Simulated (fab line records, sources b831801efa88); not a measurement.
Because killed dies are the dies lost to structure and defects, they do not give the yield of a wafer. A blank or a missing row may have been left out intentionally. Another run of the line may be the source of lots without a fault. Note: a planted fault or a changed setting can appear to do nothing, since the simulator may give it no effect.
A single fault, viewed from 2 desks    flow sfq-line    every desk sees just its own numbers, and what lay behind them comes last

DESK OF THE TOOL OWNER: rie-metal-04
The tool's own readings at SFQ_TRILAYER_M7_BARC_OPEN_METAL_ETCH_229 (etches BARC in O2, target depth 125 nm, time 41.7 s): means of the sampled wafers that have a number, for each lot that ran on this tool. Marked OUT: a lot whose mean sits more than 4 standard deviations from the usual mean, which makes it out of limits; the brackets give that distance.
Columns: A = bias-w at SFQ_TRILAYER_M7_BARC_OPEN_METAL_ETCH_229, usual 79.98 W; B = drypump-motor-current-A at SFQ_TRILAYER_M7_BARC_OPEN_METAL_ETCH_229, usual 5.9 A; C = oes-product-au at SFQ_TRILAYER_M7_BARC_OPEN_METAL_ETCH_229, usual 0.687 a.u.; D = rf-fwd-power-W at SFQ_TRILAYER_M7_BARC_OPEN_METAL_ETCH_229, usual 593.5 W
lot   first seen here  A      B    C      D
L507  day 80 07:14     79.96  5.1  0.686  594.9
L515  day 83 14:10     79.96  5.3  0.681  593.3
Result from this desk: across the 2 lots, nothing is out of limits.

FROM THE METROLOGY DESK
Lot by lot, what the gauges showed, no matter which tool ran the lot: averages of those sampled wafers that carry a number. Marked OUT: a lot whose mean sits more than 4 standard deviations from the usual mean, which makes it out of limits; the brackets give that distance.
Columns: A = M7_NB_RS at SFQ_M7_RS_MEAS_943, usual 0.890 ohm/sq; B = M7_OVL at SFQ_M7_OVL_MEAS_945, usual 0 nm
lot   first seen here  A      B
L507  day 76 00:55     0.884  -2
L515  day 79 03:31     0.879  0
L522  day 81 02:28     0.890  -8
L527  day 83 02:03     0.889  -0
L528  day 83 18:52     0.874  3
Result from this desk: across the 5 lots, nothing is out of limits.

ALL TOGETHER
Nothing out of limits was seen by the tool owner's desk.
At the metrology desk, nothing out of limits was observed.

WHAT WAS PUT IN BY THE SIMULATOR
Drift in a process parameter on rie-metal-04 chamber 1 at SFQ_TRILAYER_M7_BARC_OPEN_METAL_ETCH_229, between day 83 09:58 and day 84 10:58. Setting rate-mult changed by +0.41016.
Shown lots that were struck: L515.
